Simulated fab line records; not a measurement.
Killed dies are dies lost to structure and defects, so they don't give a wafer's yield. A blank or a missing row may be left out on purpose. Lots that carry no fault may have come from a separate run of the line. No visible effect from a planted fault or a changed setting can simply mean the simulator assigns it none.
fab line records || flow sky130
record {"lots": 6, "wafers": 18, "last-day": 50}
route steps=708 shown LDD_HVN@272 LDD_HVP@278
lots that met no fault: from a run of the same line without faults
start-h: start of the lot's first displayed wafer, in hours after the record's first day || wait-h: hours since the lot's step before || " identical to the entry in the row above || L1.1+2: one row covering several wafers at once || - no value present, or no start provided || * or withheld: withheld || < > ~ a bound
route shown NAME@n: a module of which the file shows steps, and the number in the route of the first || usual: average and standard deviation across the fault-free wafers || same: alike in all rows || chamber/n: place in a boat || sites: each site's reading || _std_site: how widely they spread, as a standard deviation || _edge_site: mean of outer sites minus mean of inner sites || radius-mm: for every site, how far away it sits from the centre of the wafer || mask NAME#n: copy n || behind: the last tool/chamber to shape the wafer || hold: cause of the lot's hold/its duration in hours/its outcome || device: which transistor (n, p or np) failed to switch || end of line: the tests these same wafers got at the end of their route || where a step has no rows: the recipe by itself || killed: not the wafer's yield, but the dies lost to structure and defects at the first sort || map: per-die view of a wafer (x killed, . not killed, _ where there is no die)
set.NAME: the setting that was run; set.NAME@STEP: the one run at that earlier step || model.NAME: the simulator's own value behind a step, which no gauge read
certain route steps with their lots: each step a table, each wafer a row
services: the hour from which a tool's chamber was out of use, counted from the record's first day as start-h (under 0 if before that day), plus the number of hours and why
## steps
# step SKY_LDD_HVN_PEB_05
# recipe {"temp-c": "withheld", "time-s": "*", "resist": "NOVOLAK"}
# step SKY_LDD_HVN_DEVELOP_06
# recipe {"resist": "NOVOLAK", "developer": "TMAH", "develop-time-s": 60, "dev-temp-c": 23}
# step SKY_LDD_HVN_OVL_MEAS_07
# usual {"LDD_HVN_OVL": "0.4/1.2"}
{"lot.wafer": "L156.3", "tool": "overlay-01", "chamber": "-", "start-h": 508.05, "wait-h": 0.1, "LDD_HVN_OVL[nm]": 0.4}
{"lot.wafer": "L156.4", "tool": "overlay-01", "chamber": "-", "start-h": 508.05, "wait-h": 0.1, "LDD_HVN_OVL[nm]": 1.9}
{"lot.wafer": "L156.5", "tool": "overlay-01", "chamber": "-", "start-h": 508.05, "wait-h": 0.1, "LDD_HVN_OVL[nm]": 3.0}
{"lot.wafer": "L161.1", "tool": "overlay-02", "chamber": "-", "start-h": 547.70, "wait-h": 0.1, "LDD_HVN_OVL[nm]": 1.2}
{"lot.wafer": "L161.2", "tool": "overlay-02", "chamber": "-", "start-h": 547.70, "wait-h": 0.1, "LDD_HVN_OVL[nm]": -0.4}
{"lot.wafer": "L161.6", "tool": "overlay-02", "chamber": "-", "start-h": 547.70, "wait-h": 0.1, "LDD_HVN_OVL[nm]": 1.2}
{"lot.wafer": "L162.2", "tool": "overlay-02", "chamber": "-", "start-h": 553.59, "wait-h": 0.1, "LDD_HVN_OVL[nm]": -1.3}
{"lot.wafer": "L162.3", "tool": "overlay-02", "chamber": "-", "start-h": 553.59, "wait-h": 0.1, "LDD_HVN_OVL[nm]": 0.4}
{"lot.wafer": "L162.4", "tool": "overlay-02", "chamber": "-", "start-h": 553.59, "wait-h": 0.1, "LDD_HVN_OVL[nm]": -0.9}
{"lot.wafer": "L167.1", "tool": "overlay-02", "chamber": "-", "start-h": 598.19, "wait-h": 0.1, "LDD_HVN_OVL[nm]": 0.4}
{"lot.wafer": "L167.2", "tool": "overlay-02", "chamber": "-", "start-h": 598.19, "wait-h": 0.1, "LDD_HVN_OVL[nm]": 0.2}
{"lot.wafer": "L167.5", "tool": "overlay-02", "chamber": "-", "start-h": 598.19, "wait-h": 0.1, "LDD_HVN_OVL[nm]": 0.8}
{"lot.wafer": "L173.2", "tool": "overlay-02", "chamber": "-", "start-h": 663.64, "wait-h": 0.1, "LDD_HVN_OVL[nm]": 0.3}
{"lot.wafer": "L173.3", "tool": "overlay-02", "chamber": "-", "start-h": 663.64, "wait-h": 0.1, "LDD_HVN_OVL[nm]": -0.1}
{"lot.wafer": "L173.5", "tool": "overlay-02", "chamber": "-", "start-h": 663.64, "wait-h": 0.1, "LDD_HVN_OVL[nm]": -0.2}
{"lot.wafer": "L175.1", "tool": "overlay-02", "chamber": "-", "start-h": 669.68, "wait-h": 0.1, "LDD_HVN_OVL[nm]": -0.3}
{"lot.wafer": "L175.3", "tool": "overlay-02", "chamber": "-", "start-h": 669.68, "wait-h": 0.1, "LDD_HVN_OVL[nm]": -1.6}
{"lot.wafer": "L175.6", "tool": "overlay-02", "chamber": "-", "start-h": 669.68, "wait-h": 0.1, "LDD_HVN_OVL[nm]": -0.6}
# step SKY_LDD_HVN_IMPLANT_08
# recipe {"species": "P", "energy-kev": 60, "dose-cm2": 3e+13, "tilt-deg": 40}
# step SKY_LDD_HVN_STRIP_09
# recipe {"chemistry": "O2/N2", "power-w": 1400, "pressure-mtorr": 1500, "platen-temp-c": "withheld", "o2-flow-sccm": 3000, "n2-flow-sccm": 300, "overash-fraction": 0.5}
# usual {"drypump-motor-current-A": "5.73/0.29", "oes-product-au": "0.408/0.0046", "strip-time-to-endpoint-s": "4.135/0.015"}
# same {"overash-fraction": 0.5}
{"lot.wafer": "L156.3", "tool": "plasma-asher-01", "chamber": 0, "start-h": 508.26, "wait-h": 0.1, "drypump-motor-current-A": 5.84, "oes-product-au": 0.406, "rf-hours-counter-h": "-", "strip-time-to-endpoint-s": 4.127}
{"lot.wafer": "L156.4", "tool": "plasma-asher-01", "chamber": 1, "start-h": 508.26, "wait-h": 0.1, "drypump-motor-current-A": 6.34, "oes-product-au": 0.406, "rf-hours-counter-h": "-", "strip-time-to-endpoint-s": 4.141}
{"lot.wafer": "L156.5", "tool": "plasma-asher-01", "chamber": 0, "start-h": 508.26, "wait-h": 0.1, "drypump-motor-current-A": 5.83, "oes-product-au": 0.418, "rf-hours-counter-h": "-", "strip-time-to-endpoint-s": 4.143}
{"lot.wafer": "L161.1", "tool": "plasma-asher-01", "chamber": 0, "start-h": 547.89, "wait-h": 0.1, "drypump-motor-current-A": 5.83, "oes-product-au": 0.401, "rf-hours-counter-h": 42, "strip-time-to-endpoint-s": 4.146}
{"lot.wafer": "L161.2", "tool": "plasma-asher-01", "chamber": 1, "start-h": 547.89, "wait-h": 0.1, "drypump-motor-current-A": 6.32, "oes-product-au": 0.412, "rf-hours-counter-h": 42, "strip-time-to-endpoint-s": 4.143}
{"lot.wafer": "L161.6", "tool": "plasma-asher-01", "chamber": 0, "start-h": 547.89, "wait-h": 0.1, "drypump-motor-current-A": 5.84, "oes-product-au": 0.409, "rf-hours-counter-h": "-", "strip-time-to-endpoint-s": 4.144}
{"lot.wafer": "L162.2", "tool": "plasma-asher-04", "chamber": 0, "start-h": 553.77, "wait-h": 0.1, "drypump-motor-current-A": 5.60, "oes-product-au": 0.412, "rf-hours-counter-h": 74, "strip-time-to-endpoint-s": 4.152}
{"lot.wafer": "L162.3", "tool": "plasma-asher-04", "chamber": 1, "start-h": 553.77, "wait-h": 0.1, "drypump-motor-current-A": 5.93, "oes-product-au": 0.409, "rf-hours-counter-h": "-", "strip-time-to-endpoint-s": 4.124}
{"lot.wafer": "L162.4", "tool": "plasma-asher-04", "chamber": 0, "start-h": 553.77, "wait-h": 0.1, "drypump-motor-current-A": 5.60, "oes-product-au": 0.408, "rf-hours-counter-h": "-", "strip-time-to-endpoint-s": 4.148}
{"lot.wafer": "L167.1", "tool": "plasma-asher-03", "chamber": 0, "start-h": 598.38, "wait-h": 0.1, "drypump-motor-current-A": 5.53, "oes-product-au": 0.404, "rf-hours-counter-h": 92, "strip-time-to-endpoint-s": 4.122}
{"lot.wafer": "L167.2", "tool": "plasma-asher-03", "chamber": 1, "start-h": 598.38, "wait-h": 0.1, "drypump-motor-current-A": 5.44, "oes-product-au": 0.410, "rf-hours-counter-h": 92, "strip-time-to-endpoint-s": 4.128}
{"lot.wafer": "L167.5", "tool": "plasma-asher-03", "chamber": 1, "start-h": 598.38, "wait-h": 0.1, "drypump-motor-current-A": 5.44, "oes-product-au": 0.413, "rf-hours-counter-h": "-", "strip-time-to-endpoint-s": 4.135}
{"lot.wafer": "L173.2", "tool": "plasma-asher-04", "chamber": 1, "start-h": 663.82, "wait-h": 0.1, "drypump-motor-current-A": 5.91, "oes-product-au": 0.407, "rf-hours-counter-h": 86, "strip-time-to-endpoint-s": 4.132}
{"lot.wafer": "L173.3", "tool": "plasma-asher-04", "chamber": 1, "start-h": 663.82, "wait-h": 0.1, "drypump-motor-current-A": 5.89, "oes-product-au": 0.404, "rf-hours-counter-h": "-", "strip-time-to-endpoint-s": 4.146}
{"lot.wafer": "L173.5", "tool": "plasma-asher-04", "chamber": 1, "start-h": 663.82, "wait-h": 0.1, "drypump-motor-current-A": 5.90, "oes-product-au": 0.409, "rf-hours-counter-h": "-", "strip-time-to-endpoint-s": 4.123}
{"lot.wafer": "L175.1", "tool": "plasma-asher-04", "chamber": 1, "start-h": 669.87, "wait-h": 0.1, "drypump-motor-current-A": 5.91, "oes-product-au": 0.406, "rf-hours-counter-h": 87, "strip-time-to-endpoint-s": 4.124}
{"lot.wafer": "L175.3", "tool": "plasma-asher-04", "chamber": 1, "start-h": 669.87, "wait-h": 0.1, "drypump-motor-current-A": 5.90, "oes-product-au": 0.409, "rf-hours-counter-h": "-", "strip-time-to-endpoint-s": 4.143}
{"lot.wafer": "L175.6", "tool": "plasma-asher-04", "chamber": 1, "start-h": 669.87, "wait-h": 0.1, "drypump-motor-current-A": 5.92, "oes-product-au": 0.410, "rf-hours-counter-h": "-", "strip-time-to-endpoint-s": 4.132}
# step SKY_LDD_HVN_TW_MEAS_10
# usual {"LDD_HVN_TW": "1428/18"}
{"lot.wafer": "L156.3", "tool": "film-metro-03", "chamber": "-", "start-h": 508.35, "wait-h": 0.1, "LDD_HVN_TW": 1428}
{"lot.wafer": "L156.4", "tool": "film-metro-03", "chamber": "-", "start-h": 508.35, "wait-h": 0.1, "LDD_HVN_TW": 1437}
{"lot.wafer": "L156.5", "tool": "film-metro-03", "chamber": "-", "start-h": 508.35, "wait-h": 0.1, "LDD_HVN_TW": 1436}
{"lot.wafer": "L161.1", "tool": "film-metro-03", "chamber": "-", "start-h": 547.99, "wait-h": 0.1, "LDD_HVN_TW": 1426}
{"lot.wafer": "L161.2", "tool": "film-metro-03", "chamber": "-", "start-h": 547.99, "wait-h": 0.1, "LDD_HVN_TW": 1434}
{"lot.wafer": "L161.6", "tool": "film-metro-03", "chamber": "-", "start-h": 547.99, "wait-h": 0.1, "LDD_HVN_TW": 1432}
{"lot.wafer": "L162.2", "tool": "film-metro-01", "chamber": "-", "start-h": 553.88, "wait-h": 0.1, "LDD_HVN_TW": 1437}
{"lot.wafer": "L162.3", "tool": "film-metro-01", "chamber": "-", "start-h": 553.88, "wait-h": 0.1, "LDD_HVN_TW": 1440}
{"lot.wafer": "L162.4", "tool": "film-metro-01", "chamber": "-", "start-h": 553.88, "wait-h": 0.1, "LDD_HVN_TW": 1439}
{"lot.wafer": "L167.1", "tool": "film-metro-01", "chamber": "-", "start-h": 598.48, "wait-h": 0.1, "LDD_HVN_TW": 1451}
{"lot.wafer": "L167.2", "tool": "film-metro-01", "chamber": "-", "start-h": 598.48, "wait-h": 0.1, "LDD_HVN_TW": 1455}
{"lot.wafer": "L167.5", "tool": "film-metro-01", "chamber": "-", "start-h": 598.48, "wait-h": 0.1, "LDD_HVN_TW": 1455}
{"lot.wafer": "L173.2", "tool": "film-metro-03", "chamber": "-", "start-h": 663.93, "wait-h": 0.1, "LDD_HVN_TW": 1438}
{"lot.wafer": "L173.3", "tool": "film-metro-03", "chamber": "-", "start-h": 663.93, "wait-h": 0.1, "LDD_HVN_TW": 1433}
{"lot.wafer": "L173.5", "tool": "film-metro-03", "chamber": "-", "start-h": 663.93, "wait-h": 0.1, "LDD_HVN_TW": 1436}
{"lot.wafer": "L175.1", "tool": "film-metro-04", "chamber": "-", "start-h": 669.97, "wait-h": 0.1, "LDD_HVN_TW": 1398}
{"lot.wafer": "L175.3", "tool": "film-metro-04", "chamber": "-", "start-h": 669.97, "wait-h": 0.1, "LDD_HVN_TW": 1394}
{"lot.wafer": "L175.6", "tool": "film-metro-04", "chamber": "-", "start-h": 669.97, "wait-h": 0.1, "LDD_HVN_TW": 1397}
# step SKY_LDD_HVP_DEHYDRATE_00
# recipe {"temp-c": 200, "time-s": 60}
# step SKY_LDD_HVP_HMDS_01
# recipe {"prime-time-s": 60, "prime-temp-c": 120}
# step SKY_LDD_HVP_COAT_02
# recipe {"resist": "NOVOLAK", "spin-rpm": 3000, "resist-thk-nm": 300}
# step SKY_LDD_HVP_SOFTBAKE_03
# recipe {"temp-c": 90, "time-s": 60, "resist": "NOVOLAK"}
# step SKY_LDD_HVP_EXPOSE_04
# recipe {"mask-id": "HVPTM", "na": 0.6, "source-shape": "conventional", "sigma-outer": 0.6, "polarization": "unpolarized", "target-cd-nm": 700, "dose-mj": 86}
# step SKY_LDD_HVP_PEB_05
# recipe {"temp-c": "withheld", "time-s": "*", "resist": "NOVOLAK"}
# step SKY_LDD_HVP_DEVELOP_06
# recipe {"resist": "NOVOLAK", "developer": "TMAH", "develop-time-s": 60, "dev-temp-c": 23}
# usual {"chill-plate-temp-C": "23.01/0.1", "develop-time-s": "60/0"}
{"lot.wafer": "L156.3", "tool": "litho-track-03", "chamber": 0, "start-h": 538.60, "wait-h": 0.1, "chill-plate-temp-C": 23.02, "develop-time-s": 60}
{"lot.wafer": "L156.4", "tool": "litho-track-03", "chamber": 0, "start-h": 538.60, "wait-h": 0.1, "chill-plate-temp-C": 23.02, "develop-time-s": 60}
{"lot.wafer": "L156.5", "tool": "litho-track-03", "chamber": 0, "start-h": 538.60, "wait-h": 0.1, "chill-plate-temp-C": 23.01, "develop-time-s": 60}
{"lot.wafer": "L161.1", "tool": "litho-track-01", "chamber": "-", "start-h": 577.48, "wait-h": 0.1, "chill-plate-temp-C": "-", "develop-time-s": "-"}
{"lot.wafer": "L161.2", "tool": "litho-track-01", "chamber": "-", "start-h": 577.48, "wait-h": 0.1, "chill-plate-temp-C": "-", "develop-time-s": "-"}
{"lot.wafer": "L161.6", "tool": "litho-track-01", "chamber": "-", "start-h": 577.48, "wait-h": 0.1, "chill-plate-temp-C": "-", "develop-time-s": "-"}
{"lot.wafer": "L162.2", "tool": "litho-track-04", "chamber": "-", "start-h": 582.52, "wait-h": 0.1, "chill-plate-temp-C": "-", "develop-time-s": "-"}
{"lot.wafer": "L162.3", "tool": "litho-track-04", "chamber": "-", "start-h": 582.52, "wait-h": 0.1, "chill-plate-temp-C": "-", "develop-time-s": "-"}
{"lot.wafer": "L162.4", "tool": "litho-track-04", "chamber": "-", "start-h": 582.52, "wait-h": 0.1, "chill-plate-temp-C": "-", "develop-time-s": "-"}
{"lot.wafer": "L167.1", "tool": "litho-track-01", "chamber": 0, "start-h": 626.88, "wait-h": 0.1, "chill-plate-temp-C": 22.99, "develop-time-s": 60}
{"lot.wafer": "L167.2", "tool": "litho-track-01", "chamber": 0, "start-h": 626.88, "wait-h": 0.1, "chill-plate-temp-C": 23.10, "develop-time-s": 60}
{"lot.wafer": "L167.5", "tool": "litho-track-01", "chamber": 0, "start-h": 626.88, "wait-h": 0.1, "chill-plate-temp-C": 22.90, "develop-time-s": 60}
{"lot.wafer": "L173.2", "tool": "litho-track-01", "chamber": 0, "start-h": 692.21, "wait-h": 0.1, "chill-plate-temp-C": 22.99, "develop-time-s": 60}
{"lot.wafer": "L173.3", "tool": "litho-track-01", "chamber": 0, "start-h": 692.21, "wait-h": 0.1, "chill-plate-temp-C": 23.10, "develop-time-s": 60}
{"lot.wafer": "L173.5", "tool": "litho-track-01", "chamber": 0, "start-h": 692.21, "wait-h": 0.1, "chill-plate-temp-C": 23.02, "develop-time-s": 60}
{"lot.wafer": "L175.1", "tool": "litho-track-04", "chamber": 0, "start-h": 696.89, "wait-h": 0.1, "chill-plate-temp-C": 23.00, "develop-time-s": 60}
{"lot.wafer": "L175.3", "tool": "litho-track-04", "chamber": 0, "start-h": 696.89, "wait-h": 0.1, "chill-plate-temp-C": 22.89, "develop-time-s": 60}
{"lot.wafer": "L175.6", "tool": "litho-track-04", "chamber": 0, "start-h": 696.89, "wait-h": 0.1, "chill-plate-temp-C": 23.09, "develop-time-s": 60}
# step SKY_LDD_HVP_OVL_MEAS_07
# usual {"LDD_HVP_OVL": "0.4/1.1"}
{"lot.wafer": "L156.3", "tool": "overlay-01", "chamber": "-", "start-h": 538.71, "wait-h": 0.1, "LDD_HVP_OVL[nm]": 1.1}
{"lot.wafer": "L156.4", "tool": "overlay-01", "chamber": "-", "start-h": 538.71, "wait-h": 0.1, "LDD_HVP_OVL[nm]": 0.7}
{"lot.wafer": "L156.5", "tool": "overlay-01", "chamber": "-", "start-h": 538.71, "wait-h": 0.1, "LDD_HVP_OVL[nm]": 0.4}
{"lot.wafer": "L161.1", "tool": "overlay-02", "chamber": "-", "start-h": 577.63, "wait-h": 0.1, "LDD_HVP_OVL[nm]": "-"}
{"lot.wafer": "L161.2", "tool": "overlay-02", "chamber": "-", "start-h": 577.63, "wait-h": 0.1, "LDD_HVP_OVL[nm]": "-"}
{"lot.wafer": "L161.6", "tool": "overlay-02", "chamber": "-", "start-h": 577.63, "wait-h": 0.1, "LDD_HVP_OVL[nm]": "-"}
{"lot.wafer": "L162.2", "tool": "overlay-02", "chamber": "-", "start-h": 582.65, "wait-h": 0.1, "LDD_HVP_OVL[nm]": "-"}
{"lot.wafer": "L162.3", "tool": "overlay-02", "chamber": "-", "start-h": 582.65, "wait-h": 0.1, "LDD_HVP_OVL[nm]": "-"}
{"lot.wafer": "L162.4", "tool": "overlay-02", "chamber": "-", "start-h": 582.65, "wait-h": 0.1, "LDD_HVP_OVL[nm]": "-"}
{"lot.wafer": "L167.1", "tool": "overlay-02", "chamber": "-", "start-h": 627.03, "wait-h": 0.1, "LDD_HVP_OVL[nm]": 0.5}
{"lot.wafer": "L167.2", "tool": "overlay-02", "chamber": "-", "start-h": 627.03, "wait-h": 0.1, "LDD_HVP_OVL[nm]": 0.0}
{"lot.wafer": "L167.5", "tool": "overlay-02", "chamber": "-", "start-h": 627.03, "wait-h": 0.1, "LDD_HVP_OVL[nm]": -0.6}
{"lot.wafer": "L173.2", "tool": "overlay-02", "chamber": "-", "start-h": 692.34, "wait-h": 0.1, "LDD_HVP_OVL[nm]": -0.7}
{"lot.wafer": "L173.3", "tool": "overlay-02", "chamber": "-", "start-h": 692.34, "wait-h": 0.1, "LDD_HVP_OVL[nm]": 1.2}
{"lot.wafer": "L173.5", "tool": "overlay-02", "chamber": "-", "start-h": 692.34, "wait-h": 0.1, "LDD_HVP_OVL[nm]": 0.1}
{"lot.wafer": "L175.1", "tool": "overlay-02", "chamber": "-", "start-h": 697.04, "wait-h": 0.1, "LDD_HVP_OVL[nm]": 2.8}
{"lot.wafer": "L175.3", "tool": "overlay-02", "chamber": "-", "start-h": 697.04, "wait-h": 0.1, "LDD_HVP_OVL[nm]": 1.9}
{"lot.wafer": "L175.6", "tool": "overlay-02", "chamber": "-", "start-h": 697.04, "wait-h": 0.1, "LDD_HVP_OVL[nm]": 3.1}
## services
{"tool": "plasma-asher-01", "chamber": "-", "start-h": 497.05, "hours": 1.3, "kind": "repair"}
{"tool": "plasma-asher-01", "chamber": "-", "start-h": 535.96, "hours": 2.8, "kind": "pm"}
{"tool": "plasma-asher-01", "chamber": "-", "start-h": 585.82, "hours": 1.7, "kind": "repair"}
{"tool": "plasma-asher-01", "chamber": "-", "start-h": 596.00, "hours": 14.6, "kind": "pm"}
## key
first-sign {"step": "SKY_LDD_HVP_DEVELOP_06", "reading": "tool-record", "direction": "missing"}
effect none on later readings
met-at SKY_LDD_HVP_DEVELOP_06
struck-wafers L161.1,L161.2,L161.6,L162.2,L162.3,L162.4
sort-left-out L161.1,L161.2,L161.6,L162.2,L162.3,L162.4
tester-left-out L161,L162
fault {"kind": "skipped-step-whole", "tool": "litho-track-01,litho-track-04", "chamber": "-", "onset-h": 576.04, "steps": "SKY_LDD_HVP_DEVELOP_06", "scope": "struck-lots-only"}
# tester-left-out: of these lots the tester's yield and bins aren't shown, on N5 and GAA mostly nor the transistor test; their killed dies are dies lost to structure and defects alone, not to doping, threshold or leakage, so they don't give the yield
# sort-left-out: the simulated sort isn't trusted on such a fault, so these wafers' sort isn't shown, and their yield isn't known
